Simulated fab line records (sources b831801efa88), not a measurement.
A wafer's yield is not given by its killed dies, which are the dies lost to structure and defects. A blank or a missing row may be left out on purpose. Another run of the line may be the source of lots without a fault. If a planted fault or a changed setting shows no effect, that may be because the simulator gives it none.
Which tool did it?	flow sky130	36 wafers from 12 lots sampled at 2 of the route's 708 steps

== WHAT THE GAUGES SHOWED, per wafer ==
SKY_VIA1_THK_MEAS_01. Usual: VIA1_HDPCVD_THK 1026 nm, standard deviation 9.9.
lot	measured	on	VIA1_HDPCVD_THK (nm)	flag
L932	day 33 23:39	film_metro-01	1013 1017 1017	
L933	day 34 10:49	film_metro-01	1015 1023 1030	
L934	day 34 11:58	film_metro-03	1027 1029 1028	
L935	day 34 18:41	film_metro-02	1022 1022 1029	
L936	day 35 02:40	film_metro-02	1028 1015 1021	
L937	day 35 06:43	film_metro-01	1022 1024 1022	
L946	day 38 06:23	film_metro-02	544 1032 543 544 1032 542	OFF
L948	day 38 18:40	film_metro-03	1015 1005 1020	
L949	day 38 22:07	film_metro-02	1031 1001 1024	
L950	day 39 04:19	film_metro-02	1019 1039 1029	
L952	day 39 18:32	film_metro-01	1026 1026 1017	
L955	day 40 17:13	film_metro-02	1022 1013 1018	

== EACH LOT AND THE TOOL THAT RAN IT (in order: tool; ch and the chambers of the sampled wafers; start) ==
lot	SKY_VIA1_HDPCVD_00
L932	hdpcvd-01 ch 1,2, day 33 23:28
L933	hdpcvd-02 ch 0,1,2, day 34 10:41
L934	hdpcvd-02 ch 0,2, day 34 11:51
L935	hdpcvd-02 ch 0,1,2, day 34 18:33
L936	hdpcvd-01 ch 0,1, day 35 02:34
L937	hdpcvd-01 ch 0,1,2, day 35 06:36
L946	hdpcvd-02 ch 1,2, day 38 06:17
L948	hdpcvd-01 ch 0,1,2, day 38 18:32
L949	hdpcvd-01 ch 0,1,2, day 38 21:59
L950	hdpcvd-01 ch 1,2, day 39 04:12
L952	hdpcvd-01 ch 0,1,2, day 39 18:25
L955	hdpcvd-01 ch 0,2, day 40 17:05
- SKY_VIA1_HDPCVD_00: deposits SiO2, target thk 1030 nm, time 171.7 s.

== AS READ BY THE TOOLS THEMSELVES (means over the sampled wafers that have a number; for cases with no such wafer, the mark the record gives instead) ==
The record holds no such reading with a usual standard deviation.

== THE ANSWER, worked out from the rows above alone ==
Rule: a lot counts as off when the mean over its wafers that have a number is more than 3 standard deviations away from the usual mean. Also off: a lot with no number at a reading for which 4 or more lots have one. The other lots that the step has rows for count as sound. The gauges are gone through in route order, then the tools' own readings, and for those a lot's mean is taken as printed above. The first step at which some lot is off is used, and at that step the reading that is off furthest; a lot without a number counts as furthest.
Off: L946, at SKY_VIA1_THK_MEAS_01 (VIA1_HDPCVD_THK).
If a tool, at a process step before that reading, ran all the lots that are off and no sound lot after the first of them, it fits. Gauges at SKY_VIA1_THK_MEAS_01: tried the same way as those tools. One candidate fits, namely hdpcvd-02 at SKY_VIA1_HDPCVD_00. A fault onset in the window from L935 (day 34 18:33, its last sound lot) to L946 (day 38 06:17, its first lot off) fits.

== WHAT HAD BEEN PUT IN BY THE SIMULATOR ==
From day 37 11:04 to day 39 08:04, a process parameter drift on hdpcvd-02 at SKY_VIA1_HDPCVD_00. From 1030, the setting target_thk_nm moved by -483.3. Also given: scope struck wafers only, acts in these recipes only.
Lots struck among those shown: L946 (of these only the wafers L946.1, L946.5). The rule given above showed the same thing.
